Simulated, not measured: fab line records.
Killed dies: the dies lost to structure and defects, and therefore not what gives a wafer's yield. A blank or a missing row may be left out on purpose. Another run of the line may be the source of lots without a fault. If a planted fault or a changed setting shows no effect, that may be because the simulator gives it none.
Commonality check across tools | flow sky130 | 14 lots and 42 wafers in the sample

== THE REASON FOR OPENING IT ==
At SKY_FIELD_ISO_THK_MEAS_23 the reading FIELD_ISO_OXIDATION_01_THK is flagged on 2 of 14 lots. Fault-free wafers read 9.96 nm, with a standard deviation of 0.21.
Rule: a lot gets a flag if all its wafers with a number sit over 4 standard deviations from that mean, or if no wafer of it has a number. All remaining lots are regarded as sound.

lot  | measured    | on           | FIELD_ISO_OXIDATION_01_THK (nm), wafer by wafer | flag
L991 | day 2 17:32 | filmMetro-01 | 9.56 9.58 9.49                                  | 
L990 | day 2 17:33 | filmMetro-03 | 9.90 9.77 9.68                                  | 
L992 | day 3 00:20 | filmMetro-01 | 10.00 10.09 9.97                                | 
L993 | day 3 00:20 | filmMetro-02 | 10.14 10.04 10.08                               | 
L994 | day 3 08:53 | filmMetro-03 | 10.08 10.35 10.06                               | 
L996 | day 3 16:50 | filmMetro-02 | 9.87 9.84 10.01                                 | 
L997 | day 3 20:22 | filmMetro-01 | 10.09 10.06 10.23                               | 
L100 | day 4 13:55 | filmMetro-01 | 9.89 9.93 9.96                                  | 
L102 | day 4 20:50 | filmMetro-03 | 4.37 4.24 4.46                                  | FLAGGED
L103 | day 5 05:37 | filmMetro-03 | 4.46 4.47 4.40                                  | FLAGGED
L107 | day 6 05:01 | filmMetro-02 | 10.18 10.10 10.26                               | 
L108 | day 6 05:01 | filmMetro-01 | 9.95 9.83 9.93                                  | 
L111 | day 7 05:04 | filmMetro-03 | 10.06 9.84 9.61                                 | 
L113 | day 7 12:02 | filmMetro-02 | 9.85 9.91 9.78                                  | 
On average the flagged lots' numbers are 4.40 nm, which is -5.56 nm against the usual, or -26 standard deviations.

== LOT BY LOT: THE TOOL USED ==
The record holds 1 process step before the reading, out of a route of 708 steps. Read each cell as the tool, then ch plus the chambers that the sampled wafers visited, then the start.
lot  | flag    | SKY_FIELD_ISO_OXIDATION_22
L991 |         | furnace-01 ch 0, day 2 16:22
L990 |         | furnace-01 ch 0, day 2 16:22
L992 |         | furnace-02 ch 0, day 2 23:09
L993 |         | furnace-02 ch 0, day 2 23:09
L994 |         | furnace-01 ch 0, day 3 07:43
L996 |         | furnace-01 ch 0, day 3 15:39
L997 |         | furnace-02 ch 0, day 3 19:10
L100 |         | furnace-02 ch 0, day 4 12:44
L102 | FLAGGED | furnace-02 ch 0, day 4 19:39
L103 | FLAGGED | furnace-02 ch 0, day 5 04:27
L107 |         | furnace-01 ch 0, day 6 03:51
L108 |         | furnace-01 ch 0, day 6 03:51
L111 |         | furnace-01 ch 0, day 7 03:53
L113 |         | furnace-01 ch 0, day 7 10:52
What the steps here do:
- SKY_FIELD_ISO_OXIDATION_22: stabilise 600 s, purge 300 s, target thk 10 nm.
- SKY_FIELD_ISO_THK_MEAS_23

== FLAGGED AGAINST TOTAL, ONE TOOL AT A TIME (gauges that did the reading follow at the end) ==
step                       | tool         | lots run | flagged | share of the flagged lots | sound lots run after its first flagged lot
SKY_FIELD_ISO_OXIDATION_22 | furnace-01   | 8        | 0       | none                      | -
SKY_FIELD_ISO_OXIDATION_22 | furnace-02   | 6        | 2       | all                       | 0
SKY_FIELD_ISO_THK_MEAS_23  | filmMetro-01 | 5        | 0       | none                      | -
SKY_FIELD_ISO_THK_MEAS_23  | filmMetro-02 | 4        | 0       | none                      | -
SKY_FIELD_ISO_THK_MEAS_23  | filmMetro-03 | 5        | 2       | all                       | 1 (L111)

== WHAT IS ALLOWED BY THE TABLE ==
2 rows of the table ran every flagged lot: furnace-02 at SKY_FIELD_ISO_OXIDATION_22, filmMetro-03 at SKY_FIELD_ISO_THK_MEAS_23.
- furnace-02 at SKY_FIELD_ISO_OXIDATION_22: 2 of its 6 lots flagged. Its last sound lot is L100 (day 4 12:44), its first flagged lot L102 (day 4 19:39): a fault that began between those two fits.
- filmMetro-03 at SKY_FIELD_ISO_THK_MEAS_23: 2 of its 5 lots flagged. Lots that were sound ran on it after the first flagged one (L111); a persistent fault on the entire tool would not allow that.
One tool is left: furnace-02 at SKY_FIELD_ISO_OXIDATION_22.

== WHAT WAS PUT IN BY THE SIMULATOR ==
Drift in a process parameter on furnace-02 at SKY_FIELD_ISO_OXIDATION_22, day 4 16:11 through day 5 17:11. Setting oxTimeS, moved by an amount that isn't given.
Struck lots among those shown: L102, L103. The rule given above showed the same thing.
